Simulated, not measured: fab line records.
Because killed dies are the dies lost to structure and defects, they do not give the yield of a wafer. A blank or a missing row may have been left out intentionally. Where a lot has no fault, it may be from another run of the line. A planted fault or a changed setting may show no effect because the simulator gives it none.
Matching of chambers | flow sky130 | rie diel-01 running SKY_METAL3_ETCH_17: 4 sister chambers
The step etches SiO2 in C4F8/O2/Ar, stops on TiN, time 3.9 s, target depth 15 nm. 7 wafers are shown with their chamber, then 7 later ones without.

== WAFERS WITH THEIR CHAMBER ==
wafer  | chamber | oes product au (a.u.)
L074.3 | 1       | 0.762
L079.3 | 2       | 0.749
L081.1 | 3       | 0.761
L081.3 | 1       | 0.753
L081.4 | 3       | 0.763
L084.2 | 0       | 0.752
L084.5 | 0       | 0.767

== WAFERS MISSING THEIR CHAMBER ==
wafer  | oes product au (a.u.)
L084.6 | 0.751
L091.1 | 0.753
L091.2 | 0.755
L091.5 | 0.758
L097.1 | 0.744
L097.3 | 0.762
L097.6 | 0.771

== THE CHAMBER EACH PASSED THROUGH ==
wafer  | from the rows above               | in truth
L084.6 | can't be placed: 2 or 1 or 0 or 3 | 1
L091.1 | can't be placed: 2 or 1 or 0 or 3 | 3
L091.2 | can't be placed: 1 or 0 or 2 or 3 | 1
L091.5 | can't be placed: 1 or 0 or 3 or 2 | 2
L097.1 | can't be placed: 2 or 1 or 0 or 3 | 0
L097.3 | can't be placed: 3 or 0 or 1 or 2 | 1
L097.6 | can't be placed: 3 or 0 or 1 or 2 | 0
Correctly placed: 0 of 7. Can't be placed from these rows: 7 (the true chamber is among the candidates in 7). Number placed wrongly: 0.
How it was worked out, from the rows above alone: a wafer's distance from a chamber is the root of the sum, over the readings, of the square of ((its reading less the chamber's mean) divided by the reading's scatter). The wafer belongs to the nearest chamber; if the next one is less than 2 further off, it can't be placed. A chamber's mean is the mean of its shown wafers. The scatter is the square root of a quotient: the sum, over the shown wafers, of each reading's squared deviation from its chamber's mean, divided by wafers minus chambers.
